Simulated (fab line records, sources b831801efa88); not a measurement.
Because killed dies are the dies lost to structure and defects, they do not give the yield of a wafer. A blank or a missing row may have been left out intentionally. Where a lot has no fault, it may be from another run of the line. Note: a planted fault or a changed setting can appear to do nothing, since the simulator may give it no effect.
The tool behind it: which one? | flow sky130 | Sampling: 12 lots, 36 wafers, 3 of 708 route steps

## WHAT THE GAUGES READ, wafer by wafer
SKY_CAP2M_THK_MEAS_01.
lot  | measured     | on            | CAP2M_CVD_00_THK (nm)
L249 | day 40 23:15 | film_metro-03 | 15.43 15.23 15.70
L250 | day 41 03:02 | film_metro-03 | 15.25 15.74 15.54
L251 | day 41 13:24 | film_metro-03 | 15.42 15.41 15.71
L252 | day 41 19:04 | film_metro-04 | 15.53 15.85 15.78
L254 | day 42 19:02 | film_metro-02 | 15.41 15.69 15.54
L255 | day 43 13:23 | film_metro-03 | 15.31 15.32 15.60
L256 | day 43 14:53 | film_metro-04 | 14.97 15.71 15.52
L257 | day 43 17:59 | film_metro-02 | 15.33 15.30 15.67
L259 | day 44 00:57 | film_metro-03 | 15.34 15.46 15.43
L264 | day 45 03:10 | film_metro-03 | 15.52 15.47 15.69
L266 | day 45 10:14 | film_metro-02 | 15.07 15.35 15.26
L270 | day 46 12:25 | film_metro-03 | 15.09 15.13 15.38

## TOOL THAT RAN EACH LOT (tool first, then ch and the chambers of the sampled wafers, then the start)
lot  | SKY_METAL3_ETCH_16                | SKY_METAL4_SPUTTER_00
L249 | rie_metal-04 ch 0,1, day 39 19:19 | pvd_sputter-01, day 40 23:04
L250 | rie_metal-01 ch 1, day 39 23:04   | pvd_sputter-01, day 41 02:52
L251 | rie_metal-01 ch 0, day 40 10:07   | pvd_sputter-01, day 41 13:13
L252 | rie_metal-04 ch 0,1, day 40 16:13 | pvd_sputter-03, day 41 18:52
L254 | rie_metal-01 ch 0,1, day 41 15:56 | pvd_sputter-03, day 42 18:50
L255 | rie_metal-02 ch 0,1, day 42 10:41 | pvd_sputter-03, day 43 13:13
L256 | rie_metal-04 ch 0,1, day 42 11:50 | pvd_sputter-01, day 43 14:43
L257 | rie_metal-02 ch 0,1, day 42 15:17 | pvd_sputter-03, day 43 17:47
L259 | rie_metal-02 ch 0,1, day 42 21:55 | pvd_sputter-02, day 44 00:46
L264 | rie_metal-01 ch 0,1, day 44 01:28 | pvd_sputter-01, day 45 02:59
L266 | rie_metal-01 ch 0,1, day 44 08:29 | pvd_sputter-01, day 45 10:02
L270 | rie_metal-02 ch 1, day 45 10:56   | pvd_sputter-02, day 46 12:14
- SKY_METAL3_ETCH_16: etches BARC in N2/H2, stops on SiO2, time 88.2 s, target depth 60 nm.
- SKY_METAL4_SPUTTER_00: material Ti, target thk 15 nm, time 10 s.

## WHAT THE TOOLS THEMSELVES READ (means of the sampled wafers that have a number; where no wafer has one, the mark that the record gives instead)
SKY_METAL3_ETCH_16.
lot  | tool         | drypump_motor_current_A (A) | oes_product_au (a.u.) | throttle_valve_pct (%)
L249 | rie_metal-04 | 5.8                         | 0.623                 | 13.196
L250 | rie_metal-01 | 5.1                         | 0.625                 | 13.207
L251 | rie_metal-01 | 5.6                         | 0.624                 | 13.207
L252 | rie_metal-04 | 5.7                         | 0.623                 | 13.202
L254 | rie_metal-01 | 5.4                         | 0.623                 | 13.214
L255 | rie_metal-02 | 6.2                         | 0.628                 | 13.201
L256 | rie_metal-04 | 5.7                         | 0.626                 | 13.208
L257 | rie_metal-02 | 6.1                         | 0.625                 | 13.209
L259 | rie_metal-02 | 6.3                         | 0.624                 | 13.203
L264 | rie_metal-01 | 5.3                         | 0.626                 | 13.207
L266 | rie_metal-01 | 5.3                         | 0.625                 | 13.198
L270 | rie_metal-02 | 6.3                         | 0.620                 | 13.214

SKY_METAL4_SPUTTER_00.
lot  | tool           | throttle_valve_pct (%)
L249 | pvd_sputter-01 | 30.0
L250 | pvd_sputter-01 | 30.3
L251 | pvd_sputter-01 | 29.8
L252 | pvd_sputter-03 | 29.5
L254 | pvd_sputter-03 | 30.0
L255 | pvd_sputter-03 | 30.4
L256 | pvd_sputter-01 | 30.4
L257 | pvd_sputter-03 | 30.3
L259 | pvd_sputter-02 | 29.6
L264 | pvd_sputter-01 | 29.8
L266 | pvd_sputter-01 | 29.9
L270 | pvd_sputter-02 | 29.8

## THE ANSWER, worked out from the rows above alone
Rule: what is usual is taken from the lots themselves. Put in order of their means at a reading, lots are off if they are a third of the lots or fewer, leave a main group of 4 or more, and stand apart from it by a gap of 3 or more times the standard deviation of the main group's means; of several such gaps the widest counts. If all means in a main group match to the digits the tables above print for the reading, that group is not used. A lot without any number at a reading at which 4 lots or more have one is off too. The other lots that the step has rows for count as sound. First the gauges in route order, then the tools' own readings, where a lot's mean is used as printed above. The first step at which some lot is off is used, and at that step the reading that is off furthest; a lot without a number counts as furthest.
Nothing can be told from this: no lot is off at any reading shown.

## WHAT THE SIMULATOR HAD INSERTED
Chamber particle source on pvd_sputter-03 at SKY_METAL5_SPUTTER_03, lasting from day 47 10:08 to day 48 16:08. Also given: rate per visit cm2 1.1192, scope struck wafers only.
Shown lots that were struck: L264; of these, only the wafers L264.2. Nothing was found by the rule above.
